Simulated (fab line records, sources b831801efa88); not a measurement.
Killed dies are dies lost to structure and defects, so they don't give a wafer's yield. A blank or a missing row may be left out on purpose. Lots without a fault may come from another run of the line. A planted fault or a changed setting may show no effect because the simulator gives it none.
Chamber matching | flow sky130 | SKY_VIA2_ETCH_14 on rie_diel-02: 4 sister chambers
The step etches BARC in N2/H2, stops on SiO2, time 45.9 s, target depth 60 nm. 30 wafers are shown with their chamber, then 12 later ones without.

WAFERS WITH THEIR CHAMBER
wafer  | chamber | drypump_motor_current_A (A) | oes_product_au (a.u.) | throttle_valve_pct (%)
L078.1 | 2       | 5.3                         | 0.844                 | 13.215
L078.3 | 3       | 5.8                         | 0.855                 | 13.220
L078.4 | 1       | 6.5                         | 0.855                 | 13.229
L076.1 | 2       | 5.3                         | 0.857                 | 13.230
L076.4 | 3       | 5.7                         | 0.846                 | 13.228
L076.5 | 0       | 5.8                         | 0.855                 | 13.221
L077.1 | 3       | 5.7                         | 0.847                 | 13.228
L077.2 | 2       | 5.3                         | 0.852                 | 13.218
L077.4 | 0       | 5.8                         | 0.849                 | 13.211
L079.4 | 3       | 5.7                         | 0.850                 | 13.225
L079.5 | 1       | 6.5                         | 0.854                 | 13.215
L079.6 | 0       | 5.8                         | 0.859                 | 13.243
L081.1 | 1       | 6.5                         | 0.864                 | 13.225
L081.2 | 0       | 5.8                         | 0.851                 | 13.235
L081.3 | 2       | 5.3                         | 0.857                 | 13.246
L081.4 | 3       | 5.7                         | 0.853                 | 13.216
L081.5 | 2       | 5.4                         | 0.856                 | 13.232
L081.6 | 1       | 6.5                         | 0.852                 | 13.228
L083.3 | 2       | 5.3                         | 0.843                 | 13.220
L083.5 | 1       | 6.5                         | 0.857                 | 13.227
L083.6 | 0       | 5.8                         | 0.847                 | 13.221
L085.1 | 1       | 6.5                         | 0.855                 | 13.232
L085.3 | 3       | 5.7                         | 0.858                 | 13.221
L085.5 | 0       | 5.8                         | 0.854                 | 13.215
L086.1 | 3       | 5.7                         | 0.856                 | 13.229
L086.3 | 1       | 6.5                         | 0.855                 | 13.230
L086.5 | 0       | 5.8                         | 0.846                 | 13.204
L087.1 | 0       | 5.8                         | 0.857                 | 13.231
L087.2 | 3       | 5.8                         | 0.857                 | 13.234
L087.3 | 1       | 6.5                         | 0.857                 | 13.242

SIGNATURES (means of the wafers above)
reading                 | chamber 0 | chamber 1 | chamber 2 | chamber 3 | scatter within a chamber
drypump_motor_current_A | 5.800     | 6.500     | 5.317     | 5.725     | 0.03
oes_product_au          | 0.85225   | 0.85613   | 0.85150   | 0.85275   | 0.00482
throttle_valve_pct      | 13.22263  | 13.22850  | 13.22683  | 13.22513  | 0.00977
Rule: a wafer's distance from a chamber is the root of the sum, over the readings, of the square of ((its reading less the chamber's mean) divided by the reading's scatter). The wafer belongs to the nearest chamber; if the next one is less than 2 further off, it can't be placed. The scatter: the root of (the sum of the squares of (reading less its chamber's mean) over the shown wafers, divided by (wafers less chambers)).

WAFERS WITHOUT THEIR CHAMBER
wafer  | drypump_motor_current_A (A) | oes_product_au (a.u.) | throttle_valve_pct (%)
L087.4 | 5.3                         | 0.861                 | 13.225
L087.5 | 5.8                         | 0.858                 | 13.230
L087.6 | 5.8                         | 0.857                 | 13.220
L088.2 | 5.3                         | 0.854                 | 13.210
L088.3 | 6.5                         | 0.852                 | 13.226
L088.6 | 5.7                         | 0.857                 | 13.217
L090.1 | 5.8                         | 0.855                 | 13.231
L090.2 | 5.7                         | 0.862                 | 13.226
L090.6 | 5.7                         | 0.867                 | 13.226
L097.2 | 5.3                         | 0.855                 | 13.226
L097.3 | 6.5                         | 0.853                 | 13.227
L097.6 | 5.3                         | 0.853                 | 13.238

WHICH CHAMBER EACH WENT THROUGH
wafer  | from the rows above     | in truth
L087.4 | 2                       | 2
L087.5 | can't be placed: 0 or 3 | 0
L087.6 | can't be placed: 0 or 3 | 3
L088.2 | 2                       | 2
L088.3 | 1                       | 1
L088.6 | 3                       | 3
L090.1 | can't be placed: 0 or 3 | 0
L090.2 | can't be placed: 3 or 0 | 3
L090.6 | can't be placed: 3 or 0 | 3
L097.2 | 2                       | 2
L097.3 | 1                       | 1
L097.6 | 2                       | 2
Placed correctly: 7 of 12. Can't be placed from these rows: 5 (the true chamber is among the candidates in 5). Placed wrongly: 0.
